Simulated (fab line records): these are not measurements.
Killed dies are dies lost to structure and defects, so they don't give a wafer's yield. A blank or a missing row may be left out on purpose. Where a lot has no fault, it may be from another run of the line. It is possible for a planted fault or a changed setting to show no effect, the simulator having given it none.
2 desks looking at one fault / flow gf180mcu / only its own numbers are on each desk; what lay behind them is given at the end

== FROM THE METROLOGY DESK ==
Means of the sampled wafers that have a number, per lot and without regard to the tool the lot ran on: this is what the gauges read. Any lot whose mean is over 4 standard deviations away from the usual mean is out of limits and marked OUT; that distance is given in the brackets.
Columns: A = MVPSD_TW at GF_MVPSD_TW_MEAS_11, usual 549; B = cd_nm at GF_HV_LDD_CD_MEAS_46, usual 402.3 nm; C = SALICIDE_TIN_THK at GF_SALICIDE_THK_MEAS_05, usual 19.98 nm
lot=L162; first seen here=day 4 22:38; A=553; B=404.9; C=20.08
lot=L163; first seen here=day 5 03:32; A=552; B=403.6; C=19.95
lot=L164; first seen here=day 5 08:59; A=550; B=402.1; C=19.65
lot=L165; first seen here=day 5 16:14; A=553; B=400.1; C=19.87
lot=L166; first seen here=day 5 21:32; A=550; B=398.1; C=20.07
lot=L172; first seen here=day 8 01:41; A=554; B=402.1; C=19.95
lot=L173; first seen here=day 8 08:47; A=553; B=402.2; C=20.59
lot=L178; first seen here=day 9 01:05; A=555; B=398.1; C=19.67
lot=L180; first seen here=day 9 13:20; A=550; B=402.2; C=19.73
lot=L183; first seen here=day 10 07:10; A=552; B=404.8; C=19.96
lot=L184; first seen here=day 10 13:53; A=554; B=406.1; C=20.24
lot=L185; first seen here=day 10 17:41; A=539; B=399.0; C=19.75
Finding of this desk: none of the 12 lots has anything out of limits.

== AT THE TOOL OWNER'S DESK: rie_si-02 ==
The tool's own readings at GF_POLY_GATE_ETCH_13 (etches poly-Si in HBr/Cl2, stops on SiO2, target depth 198.5 nm, time 69.6 s): means of the sampled wafers that have a number, for each lot that ran on this tool. Any lot whose mean is over 4 standard deviations away from the usual mean is out of limits and marked OUT; that distance is given in the brackets.
Columns: A = drypump_motor_current_A at GF_POLY_GATE_ETCH_13, usual 5.8 A; B = oes_product_au at GF_POLY_GATE_ETCH_13, usual 0.977 a.u.; C = throttle_valve_pct at GF_POLY_GATE_ETCH_13, usual 33.684 %
lot=L162; first seen here=day 9 00:26; A=5.8; B=0.971; C=33.680
lot=L163; first seen here=day 9 07:57; A=5.3; B=0.978; C=33.685
lot=L166; first seen here=day 10 06:09; A=5.3; B=0.970; C=33.687
lot=L172; first seen here=day 12 20:51; A=5.3; B=0.956; C=33.681
lot=L173; first seen here=day 13 02:26; A=5.5; B=0.953; C=33.684
lot=L185; first seen here=day 16 02:20; A=5.6; B=0.972; C=33.687
Finding of this desk: none of the 6 lots has anything out of limits.

== ALL TOGETHER ==
From the metrology desk's view, nothing was out of limits.
Nothing out of limits was seen by the tool owner's desk.

== WHAT THE SIMULATOR PUT IN ==
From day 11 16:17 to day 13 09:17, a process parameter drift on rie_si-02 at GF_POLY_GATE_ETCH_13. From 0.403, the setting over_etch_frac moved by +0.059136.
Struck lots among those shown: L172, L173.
